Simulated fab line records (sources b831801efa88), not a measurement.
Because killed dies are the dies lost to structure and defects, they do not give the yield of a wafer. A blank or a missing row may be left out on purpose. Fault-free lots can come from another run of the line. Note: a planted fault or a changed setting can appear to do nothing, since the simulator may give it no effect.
Problem report, 8D (eight disciplines) form, completed by code ; flow sky130 ; the parts of the form that need people (team, actions taken, sign-off) are left out

## 1. WHAT IS WRONG
At SKY_METAL1_COAT_09, spin_speed_rpm averages 2947.9 rpm over 6 wafers from 2 lots, while fault-free wafers read 2999.8 rpm, standard deviation 2.2. That puts it -24 standard deviations away from the usual mean.
The step: resist thk 60 nm.
Seen first at day 37 02:40 on litho_track-04, wafer L538.3. The record holds 18 wafers of 6 lots with a number at this step. The rule behind "out" and "out of limits": a value lying over 4 standard deviations away from the usual mean. All remaining wafers that have a number are taken as sound.

## 2. WHAT IT IS; WHAT IT IS NOT
question;is;is not
which readings at this step;spin_speed_rpm;-
which lots;L538, L541;L525, L532, L544, L546
which wafers of those lots;all that have a number;-
read on which tools;litho_track-04;litho_track-02
when;from day 37 02:40;"up to then (6 sound wafers); but 6 sound wafers of L544, L546 came after"

## 3. THE SUSPECTS, EACH WITH WHAT RULES IT OUT
Counting: a tool at any process step up to the reading remains a suspect when it ran all the lots that are out and ran no sound lot after the first of those.
- pvd_sputter-01 at SKY_METAL1_SPUTTER_00 (material Ti, target thk 15 nm, time 10 s): ruled out as a lasting fault. Following L538 (day 36 13:07), the first lot on it that is out, the sound lots L546 were run on it.
- pvd_sputter-01 at SKY_METAL1_SPUTTER_02 (material AlCu, target thk 250 nm, time 13.3 s): ruled out as a lasting fault. Following L538 (day 36 13:10), the first lot on it that is out, the sound lots L546 were run on it.
- pvd_sputter-01 at SKY_METAL1_SPUTTER_03 (material Ti, target thk 5 nm, time 3.3 s): ruled out as a lasting fault. Following L538 (day 36 13:11), the first lot on it that is out, the sound lots L546 were run on it.
- pvd_sputter-01 at SKY_METAL1_SPUTTER_04 (material TiN, target thk 70 nm, time 58.3 s): ruled out as a lasting fault. Following L538 (day 36 13:12), the first lot on it that is out, the sound lots L546 were run on it.
- litho_track-04 at SKY_METAL1_COAT_09 (resist thk 60 nm): kept. It processed each lot that is out, first L538 at day 37 02:40, and no sound lot thereafter; up to then, the last sound lot it processed was L532 at day 35 13:44. On those wafers its own readings are out: spin_speed_rpm.
After counting, what remains is litho_track-04 at SKY_METAL1_COAT_09.

## 4. THE CAUSE (what the simulator had put in)
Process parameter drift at SKY_METAL1_COAT_09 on litho_track-04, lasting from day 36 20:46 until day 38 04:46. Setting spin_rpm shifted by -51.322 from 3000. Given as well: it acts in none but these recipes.
Only this tool survived the counting.

## 5. SEQUENCE OF EFFECTS, ordered by route
Each row: a reading whose mean over the struck wafers that have a number lies more than 3 standard deviations from the usual. Only readings for which the record gives a usual standard deviation are gone through. hours: the time from each lot's start at the first step in this table that gives one to its start at this step, as a median over the lots. sigmas: the change in usual standard deviations.
hours;step;reading;usual;on struck wafers;change;sigmas
0;SKY_METAL1_COAT_09;spin_speed_rpm;2999.8 rpm;2947.9;-51.9;-24
Process steps it contains:
- SKY_METAL1_COAT_09: resist thk 60 nm.
Later steps that measure or inspect, where all struck wafers having a row at the step show a number for every such reading and not one has moved that far: SKY_METAL1_CD_MEAS_15, SKY_METAL1_OVL_MEAS_16.

## 6. WHAT WOULD HAVE CAUGHT IT SOONER
6 hours passed between the start of the fault at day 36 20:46 and the first reading out of limits in this record, taken at day 37 02:40.
